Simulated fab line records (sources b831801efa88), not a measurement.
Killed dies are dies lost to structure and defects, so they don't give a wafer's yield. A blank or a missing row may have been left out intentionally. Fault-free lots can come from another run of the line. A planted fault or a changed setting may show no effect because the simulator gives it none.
fab line records + flow sky130
record:
- lots: 11
- wafers: 33
- last_day: 50
route steps=708 shown NWELL@33 POLY_GATE@229 LI_CONTACT@378 CONTACT@420
lots that met no fault: from a run of the same line without faults
start_h: start of the lot's first displayed wafer, in hours after the record's first day + wait_h: hours elapsed since this lot's preceding step + " same as the row above + L1.1+2: several wafers, shown together as one row + - value missing, or start not given + * or withheld: withheld + < > ~ a bound
route shown NAME@n: names a module that has steps shown in the file, with the first one's number in the route + usual: the fault-free wafers' mean and standard deviation + same: alike in all rows + chamber/n: place in a boat + sites: readings site by site + _std_site: how widely they spread, as a standard deviation + _edge_site: the outer-site mean with the inner-site mean subtracted + radius_mm: how far each site lies from the wafer's centre + mask NAME#n: copy n + behind: the last tool/chamber to shape the wafer + hold: why the lot went on hold/how many hours it stayed there/how the hold came to an end + device: the transistor (n, p or np) that didn't switch + end of line: tests run on the same wafers once the route is complete + a step without rows: its recipe alone + killed: not the wafer's yield, but the dies lost to structure and defects at the first sort + map: per-die view of a wafer (x killed, . not killed, _ where there is no die)
set.NAME: the setting as run; set.NAME@STEP: as run at that earlier step + model.NAME: the simulator's own value behind a step, which no gauge read
the route's steps for a sample of lots (tables are steps, rows are wafers)
services: a tool's chamber out of use, with start hour (start_h, from the record's first day; less than 0 if before it), hours out, and reason
== steps ==
step: SKY_NWELL_OXIDATION_01
recipe:
- temp_c: 900
- ambient: O2
- stabilise_s: 600
- purge_s: 300
- target_thk_a: 100
- ox_time_s: 1418
usual:
- spike_tc_bottom_C: 919.4/0.96
- spike_tc_centre_C: 900.2/0.95
- spike_tc_lower_C: 901.6/1.8
- spike_tc_top_C: 910.9/1.2
- spike_tc_upper_C: 900.0/1.1
- tube_center_temp_C: 900/0.08
- tube_center_temp_C_max: 902.3/0.34
- zone_power_centre_pct: 18.07/0.18
| lot.wafer | tool       | chamber | start_h | wait_h | spike_tc_bottom_C | spike_tc_centre_C | spike_tc_lower_C | spike_tc_top_C | spike_tc_upper_C | tube_center_temp_C | tube_center_temp_C_max | zone_power_centre_pct |
|-----------|------------|---------|---------|--------|-------------------|-------------------|------------------|----------------|------------------|--------------------|------------------------|-----------------------|
| L530.1    | furnace-02 | 0       | 33.99   | 0.4    | 918.6             | 901.4             | 901.1            | 909.8          | 900.3            | 899.87             | 902.1                  | 17.98                 |
| L530.5    | "          | 0       | "       | "      | 920.9             | 900.6             | 899.0            | 910.0          | 901.1            | 899.98             | 902.0                  | 18.10                 |
| L530.6    | "          | 0       | "       | "      | 922.0             | 899.8             | 898.0            | 910.2          | 900.1            | 900.01             | 901.7                  | 18.09                 |
| L532.1    | furnace-02 | 0       | 47.41   | 0.3    | 920.1             | 898.9             | 900.5            | 910.3          | 900.1            | 900.04             | 902.0                  | 17.87                 |
| L532.2    | "          | 0       | "       | "      | 920.5             | 900.2             | 900.5            | 910.8          | 901.1            | 899.97             | 902.1                  | 18.12                 |
| L532.4    | "          | 0       | "       | "      | 920.7             | 900.8             | 898.6            | 909.7          | 900.4            | 900.15             | 902.5                  | 18.00                 |
| L533.1    | furnace-01 | 0       | 52.77   | 0.3    | 919.7             | 898.9             | 902.4            | 911.6          | 899.5            | 900.05             | 902.1                  | 18.21                 |
| L533.4    | "          | 0       | "       | "      | 920.0             | 900.4             | 904.5            | 910.4          | 898.8            | 899.96             | 901.8                  | 18.30                 |
| L533.6    | "          | 0       | "       | "      | 918.1             | 899.9             | 904.7            | 910.6          | 898.3            | 900.1              | 902.4                  | 18.29                 |
| L534.2    | furnace-01 | 0       | 57.33   | 0.0    | 919.2             | 898.8             | 903.7            | 911.1          | 899.9            | 900.04             | 902.7                  | 18.09                 |
| L534.3    | "          | 0       | "       | "      | 919.8             | 900.6             | 902.0            | 910.4          | 901.0            | 900.02             | 902.2                  | 18.06                 |
| L534.5    | "          | 0       | "       | "      | 921.6             | 899.5             | 902.7            | 910.0          | 897.8            | 900.06             | 903.2                  | 18.08                 |
| L536.1    | furnace-01 | 0       | 68.08   | 2.4    | 917.8             | 899.2             | 903.1            | 911.6          | 900.6            | 900.04             | 902.6                  | 18.19                 |
| L536.2    | "          | 0       | "       | "      | 919.4             | 901.4             | 901.3            | 911.7          | 897.4            | 899.99             | 902.0                  | 18.20                 |
| L536.6    | "          | 0       | "       | "      | 920.2             | 900.7             | 902.9            | 912.2          | 900.3            | 900.05             | 902.3                  | 17.86                 |
| L539.1    | furnace-01 | 0       | 80.33   | 0.0    | 918.6             | 900.4             | 902.7            | 910.3          | 900.3            | 900.05             | 902.5                  | 18.35                 |
| L539.2    | "          | 0       | "       | "      | 918.8             | 902.4             | 903.2            | 912.0          | 898.2            | 900.03             | 902.2                  | 18.04                 |
| L539.4    | "          | 0       | "       | "      | 919.2             | 901.5             | 901.6            | 912.9          | 900.9            | 899.94             | 902.0                  | 18.33                 |
| L541.2    | furnace-01 | 0       | 91.09   | 0.1    | 918.7             | 900.0             | 902.5            | 911.1          | 899.9            | 900.02             | 902.7                  | 17.80                 |
| L541.4    | "          | 0       | "       | "      | 920.0             | 902.2             | 902.8            | 913.5          | 900.3            | 899.99             | 902.2                  | 18.30                 |
| L541.5    | "          | 0       | "       | "      | 919.1             | 899.7             | 902.6            | 911.5          | 898.5            | 900.04             | 902.4                  | 18.42                 |
| L542.2    | furnace-01 | 0       | 100.32  | 1.2    | 933.9             | 917.6             | 918.7            | 926.9          | 916.8            | 916.42             | 918.7                  | 18.65                 |
| L542.3    | "          | 0       | "       | "      | 934.4             | 917.1             | 919.6            | 927.8          | 916.1            | 916.46             | 918.9                  | 18.49                 |
| L542.5    | "          | 0       | "       | "      | 934.9             | 915.1             | 919.2            | 928.6          | 915.2            | 916.36             | 918.9                  | 18.97                 |
| L543.1    | furnace-01 | 0       | 103.23  | 2.0    | 935.0             | 917.5             | 919.9            | 926.7          | 914.9            | 916.39             | 918.4                  | 18.94                 |
| L543.4    | "          | 0       | "       | "      | 935.4             | 916.2             | 917.5            | 928.4          | 915.8            | 916.48             | 918.3                  | 19.17                 |
| L543.5    | "          | 0       | "       | "      | 934.6             | 915.7             | 919.2            | 927.0          | 914.7            | 916.47             | 918.4                  | 19.08                 |
| L546.3    | furnace-02 | 0       | 122.22  | 1.6    | 918.8             | 900.4             | 902.2            | 908.7          | 900.4            | 900.08             | 902.9                  | 17.90                 |
| L546.5    | "          | 0       | "       | "      | 919.9             | 900.4             | 901.0            | 909.8          | 901.1            | 899.99             | 902.8                  | 18.10                 |
| L546.6    | "          | 0       | "       | "      | 921.3             | 900.2             | 899.5            | 912.0          | 902.1            | 899.87             | 901.9                  | 18.06                 |
| L553.1    | furnace-02 | 0       | 157.71  | 0.3    | 919.4             | 899.6             | 898.9            | 909.5          | 900.3            | 900.07             | 902.2                  | 17.79                 |
| L553.2    | "          | 0       | "       | "      | 919.6             | 900.8             | 899.7            | 911.9          | 900.7            | 899.93             | 901.8                  | 17.98                 |
| L553.6    | "          | 0       | "       | "      | 919.3             | 900.2             | 901.9            | 909.4          | 901.7            | 899.84             | 902.4                  | 17.95                 |
step: SKY_NWELL_THK_MEAS_02
recipe:
- reads: SiO2_of_NWELL_OXIDATION_01
usual:
- NWELL_OXIDATION_THK: 10.03/0.18
| lot.wafer | tool          | chamber | start_h | wait_h | NWELL_OXIDATION_THK[nm] |
|-----------|---------------|---------|---------|--------|-------------------------|
| L530.1    | film_metro-01 | -       | 35.38   | 0.0    | 9.68                    |
| L530.5    | "             | -       | "       | "      | 9.86                    |
| L530.6    | "             | -       | "       | "      | 9.88                    |
| L532.1    | film_metro-02 | -       | 48.81   | 0.0    | 10.12                   |
| L532.2    | "             | -       | "       | "      | 10.08                   |
| L532.4    | "             | -       | "       | "      | 10.20                   |
| L533.1    | film_metro-01 | -       | 54.17   | 0.0    | 10.42                   |
| L533.4    | "             | -       | "       | "      | 10.17                   |
| L533.6    | "             | -       | "       | "      | 10.09                   |
| L534.2    | film_metro-01 | -       | 58.74   | 0.0    | 9.96                    |
| L534.3    | "             | -       | "       | "      | 9.84                    |
| L534.5    | "             | -       | "       | "      | 9.84                    |
| L536.1    | film_metro-01 | -       | 69.47   | 0.0    | 10.09                   |
| L536.2    | "             | -       | "       | "      | 9.85                    |
| L536.6    | "             | -       | "       | "      | 10.15                   |
| L539.1    | film_metro-03 | -       | 81.73   | 0.0    | 10.14                   |
| L539.2    | "             | -       | "       | "      | 9.94                    |
| L539.4    | "             | -       | "       | "      | 9.99                    |
| L541.2    | film_metro-03 | -       | 92.49   | 0.0    | 10.06                   |
| L541.4    | "             | -       | "       | "      | 10.20                   |
| L541.5    | "             | -       | "       | "      | 10.02                   |
| L542.2    | film_metro-03 | -       | 101.73  | 0.0    | 11.99                   |
| L542.3    | "             | -       | "       | "      | 12.09                   |
| L542.5    | "             | -       | "       | "      | 11.81                   |
| L543.1    | film_metro-03 | -       | 104.62  | 0.0    | 11.99                   |
| L543.4    | "             | -       | "       | "      | 12.21                   |
| L543.5    | "             | -       | "       | "      | 12.01                   |
| L546.3    | film_metro-01 | -       | 123.64  | 0.0    | 10.01                   |
| L546.5    | "             | -       | "       | "      | 10.10                   |
| L546.6    | "             | -       | "       | "      | 10.18                   |
| L553.1    | film_metro-02 | -       | 159.10  | 0.0    | 10.27                   |
| L553.2    | "             | -       | "       | "      | 10.16                   |
| L553.6    | "             | -       | "       | "      | 10.11                   |
step: SKY_POLY_GATE_ETCH_15
recipe:
- chemistry: N2/H2
- target: BARC
- ion_energy_ev: 200
- source_w: 500
- bias_w: 100
- pressure_mtorr: 30
- n2_flow_sccm: 100
- h2_flow_sccm: 200
- stop_on: SiO2
- time_s: 118.5
- target_depth_a: 1100
usual:
- drypump_motor_current_A: 5.9/0.42
- oes_product_au: 0.717/0.005
- rf_fwd_power_W: 497.3/1.4
- throttle_valve_pct: 13.215/0.0098
| lot.wafer | tool        | chamber | start_h | wait_h | drypump_motor_current_A | oes_product_au | rf_fwd_power_W | rf_hours_counter_h | throttle_valve_pct |
|-----------|-------------|---------|---------|--------|-------------------------|----------------|----------------|--------------------|--------------------|
| L530.1    | rie_diel-02 | 0       | 369.23  | 0.0    | 6.1                     | 0.725          | 497.8          | 27                 | 13.215             |
| L530.5    | "           | 2       | "       | "      | 6.7                     | 0.720          | 497.4          | -                  | 13.206             |
| L530.6    | "           | 1       | "       | "      | 5.9                     | 0.716          | 497.4          | -                  | 13.230             |
| L532.1    | rie_diel-04 | 3       | 385.12  | 0.0    | 5.9                     | 0.720          | 497.4          | 70                 | 13.225             |
| L532.2    | "           | 2       | "       | "      | 5.5                     | 0.721          | 497.5          | 83                 | 13.213             |
| L532.4    | "           | 0       | "       | "      | 6.0                     | 0.721          | 496.3          | 6                  | 13.236             |
| L533.1    | rie_diel-01 | 2       | 394.51  | 0.0    | 5.9                     | 0.715          | 497.8          | 14                 | 13.203             |
| L533.4    | "           | 1       | "       | "      | 6.2                     | 0.716          | 497.0          | 77                 | 13.210             |
| L533.6    | "           | 1       | "       | "      | 6.2                     | 0.710          | 494.5          | -                  | 13.212             |
| L534.2    | rie_diel-04 | 2       | 394.86  | 0.0    | 5.6                     | 0.724          | 497.8          | 84                 | 13.210             |
| L534.3    | "           | 1       | "       | "      | 6.3                     | 0.711          | 496.8          | 61                 | 13.221             |
| L534.5    | "           | 2       | "       | "      | 5.6                     | 0.718          | 494.7          | -                  | 13.210             |
| L536.1    | rie_diel-01 | 3       | 422.48  | 0.0    | 5.0                     | 0.717          | 497.8          | 105                | 13.210             |
| L536.2    | "           | 2       | "       | "      | 5.9                     | 0.716          | 495.8          | 15                 | 13.227             |
| L536.6    | "           | 0       | "       | "      | 5.4                     | 0.705          | 498.9          | -                  | 13.218             |
| L539.1    | rie_diel-02 | 1       | 443.07  | 0.0    | 5.9                     | 0.719          | 498.2          | 6                  | 13.226             |
| L539.2    | "           | 3       | "       | "      | 6.3                     | 0.729          | 494.4          | 15                 | 13.210             |
| L539.4    | "           | 0       | "       | "      | 6.1                     | 0.711          | 496.6          | 29                 | 13.208             |
| L541.2    | rie_diel-01 | 3       | 462.92  | 0.0    | 5.0                     | 0.726          | 498.3          | 0                  | 13.210             |
| L541.4    | "           | 0       | "       | "      | 5.3                     | 0.714          | 497.6          | 96                 | 13.217             |
| L541.5    | "           | 2       | "       | "      | 5.9                     | 0.723          | 497.6          | -                  | 13.215             |
| L542.2    | rie_diel-04 | 2       | 474.97  | 0.0    | 5.6                     | 0.719          | 496.1          | 85                 | 13.214             |
| L542.3    | "           | 3       | "       | "      | 5.8                     | 0.715          | 496.2          | 72                 | 13.207             |
| L542.5    | "           | 0       | "       | "      | 6.0                     | 0.711          | 497.2          | -                  | 13.213             |
| L543.1    | rie_diel-04 | 3       | 482.51  | 0.0    | 5.9                     | 0.721          | 496.0          | 72                 | 13.219             |
| L543.4    | "           | 2       | "       | "      | 5.6                     | 0.714          | 496.9          | 86                 | 13.221             |
| L543.5    | "           | 2       | "       | "      | 5.6                     | 0.725          | 495.4          | -                  | 13.227             |
| L546.3    | rie_diel-02 | 2       | 512.53  | 0.0    | 6.7                     | 0.714          | 497.6          | 8                  | 13.224             |
| L546.5    | "           | 0       | "       | "      | 6.1                     | 0.721          | 499.6          | -                  | 13.222             |
| L546.6    | "           | 1       | "       | "      | 5.9                     | 0.725          | 496.8          | -                  | 13.217             |
| L553.1    | rie_diel-02 | 0       | 564.51  | 0.0    | 6.1                     | 0.725          | 494.2          | 31                 | 13.222             |
| L553.2    | "           | 1       | "       | "      | 5.9                     | 0.725          | 498.6          | 9                  | 13.215             |
| L553.6    | "           | 2       | "       | "      | 6.7                     | 0.717          | 498.6          | -                  | 13.213             |
step: SKY_LI_CONTACT_STRIP_16
recipe:
- chemistry: O2/N2
- power_w: 1400
- pressure_mtorr: 1500
- platen_temp_c: withheld
- o2_flow_sccm: 3000
- n2_flow_sccm: 300
- overash_fraction: 0.5
usual:
- drypump_motor_current_A: 5.6/0.4
- oes_product_au: 0.375/0.0044
- strip_time_to_endpoint_s: 3.492/0.027
| lot.wafer | tool            | chamber | start_h | wait_h | drypump_motor_current_A | oes_product_au | rf_hours_counter_h | strip_time_to_endpoint_s |
|-----------|-----------------|---------|---------|--------|-------------------------|----------------|--------------------|--------------------------|
| L530.1    | plasma_asher-01 | 1       | 671.96  | -      | 5.8                     | 0.373          | 84                 | 3.514                    |
| L530.5    | "               | 0       | "       | "      | 5.2                     | 0.383          | -                  | 3.541                    |
| L530.6    | "               | 1       | "       | "      | 5.9                     | 0.373          | -                  | 3.511                    |
| L532.1    | plasma_asher-04 | 0       | 689.57  | -      | 5.6                     | 0.364          | 54                 | 3.473                    |
| L532.2    | "               | 1       | "       | "      | 5.8                     | 0.367          | 54                 | 3.444                    |
| L532.4    | "               | 0       | "       | "      | 5.6                     | 0.367          | -                  | 3.501                    |
| L534.2    | plasma_asher-01 | 0       | 698.56  | -      | 5.2                     | 0.378          | 86                 | 3.487                    |
| L534.3    | "               | 1       | "       | "      | 5.8                     | 0.377          | -                  | 3.446                    |
| L534.5    | "               | 1       | "       | "      | 5.8                     | 0.379          | -                  | 3.480                    |
| L533.1    | plasma_asher-04 | 0       | 700.02  | -      | 5.6                     | 0.378          | 55                 | 3.503                    |
| L533.4    | "               | 1       | "       | "      | 5.8                     | 0.371          | -                  | 3.474                    |
| L533.6    | "               | 1       | "       | "      | 5.8                     | 0.381          | -                  | 3.485                    |
| L536.1    | plasma_asher-03 | 0       | 724.64  | -      | 6.3                     | 0.376          | 28                 | 3.507                    |
| L536.2    | "               | 1       | "       | "      | 4.9                     | 0.376          | 28                 | 3.490                    |
| L536.6    | "               | 1       | "       | "      | 4.9                     | 0.384          | -                  | 3.545                    |
| L539.1    | plasma_asher-03 | 0       | 745.22  | -      | 6.2                     | 0.371          | 31                 | 3.502                    |
| L539.2    | "               | 1       | "       | "      | 4.9                     | 0.369          | 31                 | 3.489                    |
| L539.4    | "               | 1       | "       | "      | 4.9                     | 0.374          | -                  | 3.522                    |
| L541.2    | plasma_asher-04 | 0       | 758.92  | -      | 5.6                     | 0.372          | 61                 | 3.537                    |
| L541.4    | "               | 1       | "       | "      | 5.8                     | 0.373          | -                  | 3.516                    |
| L541.5    | "               | 0       | "       | "      | 5.6                     | 0.384          | -                  | 3.469                    |
| L542.2    | plasma_asher-03 | 0       | 768.66  | -      | 6.3                     | 0.375          | 33                 | 3.494                    |
| L542.3    | "               | 0       | "       | "      | 6.3                     | 0.375          | -                  | 3.456                    |
| L542.5    | "               | 0       | "       | "      | 6.3                     | 0.381          | -                  | 3.491                    |
| L543.1    | plasma_asher-04 | 0       | 777.32  | -      | 5.6                     | 0.379          | 63                 | 3.465                    |
| L543.4    | "               | 0       | "       | "      | 5.6                     | 0.377          | -                  | 3.497                    |
| L543.5    | "               | 1       | "       | "      | 5.8                     | 0.368          | -                  | 3.486                    |
| L546.3    | plasma_asher-01 | 1       | 803.79  | -      | 5.8                     | 0.374          | -                  | 3.487                    |
| L546.5    | "               | 1       | "       | "      | 5.9                     | 0.376          | -                  | 3.463                    |
| L546.6    | "               | 0       | "       | "      | 5.2                     | 0.377          | -                  | 3.495                    |
| L553.1    | plasma_asher-04 | 0       | 846.04  | -      | 5.6                     | 0.374          | 70                 | 3.465                    |
| L553.2    | "               | 1       | "       | "      | 5.8                     | 0.376          | 70                 | 3.501                    |
| L553.6    | "               | 1       | "       | "      | 5.8                     | 0.380          | -                  | 3.523                    |
step: SKY_CONTACT_CD_MEAS_14
recipe:
- target_cd_nm: 170
usual:
- cd_nm: 170.0/1.4
| lot.wafer | tool      | chamber | start_h | wait_h | cd_nm |
|-----------|-----------|---------|---------|--------|-------|
| L530.1    | cd_sem-02 | -       | 729.06  | -      | 169.6 |
| L530.5    | "         | -       | "       | "      | 171.1 |
| L530.6    | "         | -       | "       | "      | 169.3 |
| L532.1    | cd_sem-01 | -       | 746.33  | -      | 171.5 |
| L532.2    | "         | -       | "       | "      | 171.1 |
| L532.4    | "         | -       | "       | "      | 170.0 |
| L534.2    | cd_sem-01 | -       | 756.63  | -      | 166.4 |
| L534.3    | "         | -       | "       | "      | 167.6 |
| L534.5    | "         | -       | "       | "      | 168.1 |
| L533.1    | cd_sem-02 | -       | 757.40  | -      | 169.6 |
| L533.4    | "         | -       | "       | "      | 170.7 |
| L533.6    | "         | -       | "       | "      | 169.2 |
| L536.1    | cd_sem-01 | -       | 780.81  | -      | 167.9 |
| L536.2    | "         | -       | "       | "      | 168.1 |
| L536.6    | "         | -       | "       | "      | 169.5 |
| L539.1    | cd_sem-01 | -       | 802.25  | -      | 171.6 |
| L539.2    | "         | -       | "       | "      | 170.8 |
| L539.4    | "         | -       | "       | "      | 169.5 |
| L541.2    | cd_sem-02 | -       | 814.10  | -      | 170.9 |
| L541.4    | "         | -       | "       | "      | 170.9 |
| L541.5    | "         | -       | "       | "      | 170.7 |
| L542.2    | cd_sem-01 | -       | 823.58  | -      | 172.9 |
| L542.3    | "         | -       | "       | "      | 170.4 |
| L542.5    | "         | -       | "       | "      | 170.7 |
| L543.1    | cd_sem-01 | -       | 833.75  | -      | 169.7 |
| L543.4    | "         | -       | "       | "      | 169.6 |
| L543.5    | "         | -       | "       | "      | 169.9 |
| L546.3    | cd_sem-02 | -       | 859.05  | -      | 168.8 |
| L546.5    | "         | -       | "       | "      | 169.2 |
| L546.6    | "         | -       | "       | "      | 169.2 |
| L553.1    | cd_sem-01 | -       | 900.11  | -      | 171.1 |
| L553.2    | "         | -       | "       | "      | 170.7 |
| L553.6    | "         | -       | "       | "      | 170.7 |
== services ==
| tool            | chamber | start_h | hours | kind   |
|-----------------|---------|---------|-------|--------|
| rie_diel-02     | 1       | 41.29   | 5.4   | repair |
| rie_diel-04     | -       | 54.57   | 1.8   | repair |
| furnace-01      | -       | 61.63   | 3.5   | pm     |
| rie_diel-04     | 3       | 67.95   | 4.1   | repair |
| rie_diel-02     | -       | 82.18   | 0.1   | repair |
| furnace-02      | -       | 99.05   | 5.8   | pm     |
| rie_diel-02     | 3       | 99.55   | 10.3  | repair |
| plasma_asher-04 | -       | 108.75  | 9.0   | pm     |
| plasma_asher-04 | -       | 141.71  | 4.5   | repair |
| plasma_asher-04 | -       | 195.30  | 4.3   | repair |
| furnace-01      | -       | 229.37  | 3.2   | pm     |
| furnace-01      | -       | 259.33  | 3.6   | pm     |
| furnace-01      | -       | 283.79  | 5.0   | pm     |
| plasma_asher-04 | -       | 309.93  | 2.8   | pm     |
| furnace-01      | -       | 397.63  | 3.7   | pm     |
| plasma_asher-04 | -       | 509.19  | 14.6  | pm     |
| furnace-01      | -       | 541.27  | 3.3   | pm     |
| plasma_asher-04 | -       | 555.10  | 6.4   | repair |
| plasma_asher-04 | -       | 555.39  | 1.1   | repair |
| furnace-01      | -       | 566.15  | 3.5   | pm     |
| plasma_asher-04 | -       | 643.86  | 1.8   | repair |
| plasma_asher-04 | -       | 703.84  | 1.4   | repair |
| furnace-01      | -       | 732.90  | 3.4   | pm     |
| furnace-01      | -       | 829.23  | 3.9   | pm     |
== key ==
first_sign:
- step: SKY_NWELL_OXIDATION_01
- reading: tube_center_temp_C
- direction: up
- sigmas: 99+
- usual: *
- struck: *
effect:
- step: SKY_NWELL_OXIDATION_01
- reading: tube_center_temp_C_max
- direction: up
- sigmas: 47
- usual: *
- struck: *
effect:
- step: SKY_NWELL_THK_MEAS_02
- reading: NWELL_OXIDATION_THK
- direction: up
- sigmas: 11
- usual: 10.03
- struck: 12.02
met_at SKY_NWELL_OXIDATION_01
struck_lots L542,L543
tester_left_out L542,L543
not_acting_at SKY_POLY_GATE_ETCH_15,SKY_LI_CONTACT_STRIP_16,SKY_CONTACT_CD_MEAS_14
onset_between 91.09 100.32
fault:
- kind: process_parameter_drift
- tool: furnace-01
- chamber: -
- onset_h: 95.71
- steps: SKY_NWELL_OXIDATION_01
- channel: temp_c
- offset: *
- shape: step
- end_h: 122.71
- acts_in: *
- stated: *
tester_left_out: of these lots the tester's yield and bins aren't shown, on N5 and GAA mostly nor the transistor test; their killed dies are dies lost to structure and defects alone, not to doping, threshold or leakage, so they don't give the yield
